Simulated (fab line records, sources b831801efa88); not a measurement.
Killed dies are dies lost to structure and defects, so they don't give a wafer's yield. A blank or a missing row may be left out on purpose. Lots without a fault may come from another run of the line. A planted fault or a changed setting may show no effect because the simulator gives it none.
Which tool did it? | flow gf180mcu | 24 lots, 72 wafers sampled, at 2 steps of a route of 602

WHAT THE GAUGES READ, wafer by wafer
GF_V1_OVL_MEAS_15.
lot  | measured     | on         | V1_OVL (nm)
L074 | day 17 21:14 | overlay-01 | -8 -5 2
L075 | day 18 06:02 | overlay-02 | -6 -18 5
L076 | day 18 13:53 | overlay-01 | -9 -8 -2
L077 | day 19 10:59 | overlay-01 | -3 1 4
L078 | day 19 18:34 | overlay-01 | 5 6 5
L079 | day 20 05:18 | overlay-01 | -2 -6 -6
L080 | day 20 11:08 | overlay-01 | -4 6 5
L081 | day 20 13:34 | overlay-02 | -7 5 -8
L082 | day 21 10:07 | overlay-02 | 0 7 4
L083 | day 21 12:18 | overlay-01 | -4 -1 4
L084 | day 21 19:41 | overlay-02 | 0 6 -7
L085 | day 22 05:35 | overlay-01 | -16 -6 -20
L086 | day 22 15:47 | overlay-01 | 0 2 2
L087 | day 23 03:25 | overlay-01 | -2 -6 3
L088 | day 23 21:39 | overlay-02 | -1 -6 -10
L089 | day 24 00:35 | overlay-01 | 6 -8 5
L090 | day 24 05:42 | overlay-01 | -14 -1 -15
L091 | day 24 13:49 | overlay-02 | -7 -4 0
L092 | day 24 23:59 | overlay-02 | -8 -10 -6
L093 | day 25 01:20 | overlay-02 | 8 6 3
L094 | day 25 10:23 | overlay-02 | -8 -3 -4
L095 | day 25 16:42 | overlay-01 | 6 4 2
L096 | day 25 20:19 | overlay-02 | 1 -2 2
L097 | day 26 05:12 | overlay-02 | -11 -5 1

WHICH TOOL RAN EACH LOT (tool, then ch and the chambers of the sampled wafers, then the start)
lot  | GF_SALICIDE_SPUTTER_03
L074 | pvd_sputter-03, day 14 22:00
L075 | pvd_sputter-01, day 15 06:45
L076 | pvd_sputter-03, day 15 13:13
L077 | pvd_sputter-02, day 16 07:50
L078 | pvd_sputter-03, day 16 15:16
L079 | pvd_sputter-03, day 17 01:03
L080 | pvd_sputter-02, day 17 06:09
L081 | pvd_sputter-03, day 17 09:18
L082 | pvd_sputter-03, day 18 06:34
L083 | pvd_sputter-02, day 18 07:20
L084 | pvd_sputter-01, day 18 16:34
L085 | pvd_sputter-03, day 19 00:48
L086 | pvd_sputter-01, day 19 12:31
L087 | pvd_sputter-01, day 20 00:53
L088 | pvd_sputter-02, day 20 19:25
L089 | pvd_sputter-02, day 20 23:37
L090 | pvd_sputter-01, day 21 03:49
L091 | pvd_sputter-03, day 21 13:07
L092 | pvd_sputter-02, day 21 23:47
L093 | pvd_sputter-02, day 22 01:19
L094 | pvd_sputter-01, day 22 10:18
L095 | pvd_sputter-03, day 22 16:47
L096 | pvd_sputter-03, day 22 21:27
L097 | pvd_sputter-01, day 23 06:50
- GF_SALICIDE_SPUTTER_03: material TiN, target thk 20 nm, time 16.7 s.

WHAT THE TOOLS THEMSELVES READ (means of the sampled wafers that have a number; where no wafer has one, the mark that the record gives instead)
GF_SALICIDE_SPUTTER_03.
lot  | tool           | throttle_valve_pct (%)
L074 | pvd_sputter-03 | 29.9
L075 | pvd_sputter-01 | 30.3
L076 | pvd_sputter-03 | 29.8
L077 | pvd_sputter-02 | 30.2
L078 | pvd_sputter-03 | 29.9
L079 | pvd_sputter-03 | 30.0
L080 | pvd_sputter-02 | 30.2
L081 | pvd_sputter-03 | 29.9
L082 | pvd_sputter-03 | 30.3
L083 | pvd_sputter-02 | 30.0
L084 | pvd_sputter-01 | 30.4
L085 | pvd_sputter-03 | 30.2
L086 | pvd_sputter-01 | 31.5
L087 | pvd_sputter-01 | 31.3
L088 | pvd_sputter-02 | 30.8
L089 | pvd_sputter-02 | 30.0
L090 | pvd_sputter-01 | 31.1
L091 | pvd_sputter-03 | 30.4
L092 | pvd_sputter-02 | 30.3
L093 | pvd_sputter-02 | 29.9
L094 | pvd_sputter-01 | 30.5
L095 | pvd_sputter-03 | 30.0
L096 | pvd_sputter-03 | 30.0
L097 | pvd_sputter-01 | 30.4

THE ANSWER, worked out from the rows above alone
Rule: what is usual is taken from the lots themselves. Put in order of their means at a reading, lots are off if they are a third of the lots or fewer, leave a main group of 4 or more, and stand apart from it by a gap of 3 or more times the standard deviation of the main group's means; of several such gaps the widest counts. A main group whose means are all the same, to the digits that the tables above print for the reading, isn't used. A lot without any number at a reading at which 4 lots or more have one is off too. The other lots that the step has rows for count as sound. The gauges are gone through in route order, then the tools' own readings, and for those a lot's mean is taken as printed above. The first step at which some lot is off is used, and at that step the reading that is off furthest; a lot without a number counts as furthest.
No lot is off at any reading shown: from this, nothing can be told.

WHAT THE SIMULATOR HAD PUT IN
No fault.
